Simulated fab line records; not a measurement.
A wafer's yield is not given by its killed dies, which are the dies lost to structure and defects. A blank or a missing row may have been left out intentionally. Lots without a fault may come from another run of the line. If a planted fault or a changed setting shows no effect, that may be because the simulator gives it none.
Which of the tools did it?	flow sky130	12 lots with 36 wafers sampled at 2 steps, on a route of 708 steps

WHAT THE GAUGES SHOWED, per wafer
SKY_SONOS_TUNNEL_OVL_MEAS_08. Usual: SONOS_TUNNEL_OVL gives -0.2 nm (standard deviation 1.5).
lot	measured	on	SONOS_TUNNEL_OVL (nm)	flag
L451	day 11 16:21	overlay-02	-0.6 1.8 0.4	
L453	day 12 04:36	overlay-01	-0.2 1.2 1.6	
L454	day 12 09:33	overlay-01	0.7 0.1 1.5	
L455	day 13 00:10	overlay-01	0.0 -0.9 0.1	
L457	day 13 16:16	overlay-01	-1.2 0.4 -0.6	
L459	day 14 08:02	overlay-01	-0.1 -1.6 -1.7	
L466	day 16 17:38	overlay-01	0.6 0.4 -1.6	
L467	day 17 13:02	overlay-02	-2.7 -1.7 -1.9	
L470	day 18 00:37	overlay-01	1.0 -0.2 1.4	
L471	day 18 09:23	overlay-02	0.9 -0.7 0.0	
L472	day 18 16:06	overlay-02	0.8 1.8 0.5	
L473	day 19 01:37	overlay-01	1.2 -0.7 -1.2	

WHICH TOOL RAN EACH LOT (tool, then ch and the chambers of the sampled wafers, then the start)
lot	SKY_NWELL_STRIP_25
L451	plasmaAsher-03 ch 0,1, day 5 12:37
L453	plasmaAsher-04 ch 1, day 6 00:14
L454	plasmaAsher-04 ch 0,1, day 6 02:49
L455	plasmaAsher-03 ch 0,1, day 6 13:55
L457	plasmaAsher-04 ch 0,1, day 7 01:25
L459	plasmaAsher-03 ch 0,1, day 7 14:23
L466	plasmaAsher-01 ch 0,1, day 9 09:52
L467	plasmaAsher-01 ch 0,1, day 10 00:15
L470	plasmaAsher-01 ch 0,1, day 10 09:01
L471	plasmaAsher-01 ch 0,1, day 10 15:16
L472	plasmaAsher-03 ch 0,1, day 10 22:01
L473	plasmaAsher-03 ch 1, day 11 03:17
- SKY_NWELL_STRIP_25: strips in O2/N2.

WHAT THE TOOLS THEMSELVES READ (means of the sampled wafers that have a number; where no wafer has one, the mark that the record gives instead)
SKY_NWELL_STRIP_25. Usual: chamberPressureMTorr 1500.0 mTorr, standard deviation 1.4; drypumpMotorCurrentA 5.8 A, standard deviation 0.47; o2FlowSccm 2999 sccm, standard deviation 9.4; oesProductAu 0.723 a.u., standard deviation 0.0042; stripTimeToEndpointS 36.93 s, standard deviation 0.11.
lot	tool	chamberPressureMTorr (mTorr)	drypumpMotorCurrentA (A)	o2FlowSccm (sccm)	oesProductAu (a.u.)	stripTimeToEndpointS (s)	flag
L451	plasmaAsher-03	1500.3	6.2	3007	0.726	37.07	
L453	plasmaAsher-04	1499.6	5.4	3009	0.722	36.88	
L454	plasmaAsher-04	1500.3	5.3	2995	0.723	36.97	
L455	plasmaAsher-03	1500.1	6.2	3005	0.722	36.88	
L457	plasmaAsher-04	1499.0	5.3	3001	0.720	37.05	
L459	plasmaAsher-03	1500.7	6.3	2990	0.724	37.02	
L466	plasmaAsher-01	1500.3	5.8	2995	0.723	36.97	
L467	plasmaAsher-01	1500.7	5.9	3001	0.723	36.77	
L470	plasmaAsher-01	1499.6	5.8	2992	0.726	37.00	
L471	plasmaAsher-01	1500.0	5.8	2992	0.720	37.00	
L472	plasmaAsher-03	1499.6	6.2	2998	0.723	37.10	
L473	plasmaAsher-03	1500.0	6.4	2996	0.720	36.87	

THE ANSWER, worked out from the rows above alone
Rule: a lot is off if the mean of its wafers that have a number lies more than 3 standard deviations from the usual mean. Also off: a lot with no number at a reading for which 4 or more lots have one. All remaining lots with rows at the step are treated as sound. After the gauges, taken in route order, come the tools' own readings; for these a lot's mean is taken, as printed above. The first step at which some lot is off is used, and at that step the reading that is off furthest; a lot without a number counts as furthest.
Nothing can be told from this: no lot is off at any reading shown.

WHAT THE SIMULATOR PUT IN
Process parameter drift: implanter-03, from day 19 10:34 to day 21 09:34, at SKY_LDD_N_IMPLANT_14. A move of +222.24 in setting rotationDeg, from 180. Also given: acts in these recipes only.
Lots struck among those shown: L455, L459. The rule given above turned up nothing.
